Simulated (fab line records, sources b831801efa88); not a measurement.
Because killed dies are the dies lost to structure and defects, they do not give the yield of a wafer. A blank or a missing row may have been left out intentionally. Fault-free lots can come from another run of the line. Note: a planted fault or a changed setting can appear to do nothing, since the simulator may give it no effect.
Chamber matching + flow gf180mcu + 4 sister chambers for GF_SAB_ETCH_11 on rie diel-01
The step etches SiO2 in C4F8/O2/Ar, target depth 55 nm, time 8.5 s. 4 wafers are shown with their chamber, then 7 later ones without.

## EACH WAFER AND ITS CHAMBER
| wafer  | chamber | oes product au (a.u.) |
|--------|---------|-----------------------|
| L082.6 | 2       | 1.016                 |
| L094.3 | 1       | 1.001                 |
| L095.2 | 3       | 1.024                 |
| L095.4 | 0       | 0.987                 |

## WAFERS MISSING THEIR CHAMBER
| wafer  | oes product au (a.u.) |
|--------|-----------------------|
| L095.6 | 0.998                 |
| L096.1 | 1.027                 |
| L096.2 | 0.997                 |
| L096.5 | 0.992                 |
| L097.1 | 1.018                 |
| L097.3 | 0.995                 |
| L097.6 | 1.000                 |

## CHAMBER TAKEN BY EACH
| wafer  | from the rows above     | in truth                   |
|--------|-------------------------|----------------------------|
| L095.6 | 1                       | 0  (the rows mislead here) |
| L096.1 | 3                       | 3                          |
| L096.2 | can't be placed: 1 or 0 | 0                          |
| L096.5 | can't be placed: 0 or 1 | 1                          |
| L097.1 | can't be placed: 2 or 3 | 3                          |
| L097.3 | can't be placed: 1 or 0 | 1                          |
| L097.6 | 1                       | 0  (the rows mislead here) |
Correct placement for 1 of the 7. Can't be placed from these rows: 4 (the true chamber is among the candidates in 4). 2 placed wrongly.
How it was worked out, from the rows above alone: a wafer's distance from a chamber is the root of the sum, over the readings, of the square of ((its reading less the chamber's mean) divided by the reading's scatter). If the next closest chamber is less than 2 further off than the closest, the wafer can't be placed; otherwise it belongs to the closest. For every chamber, the mean is computed from those of its wafers that are shown. The scatter (one wafer shown for each chamber): square how far every hidden wafer sits from the nearest shown wafer, average those squares and take the square root.
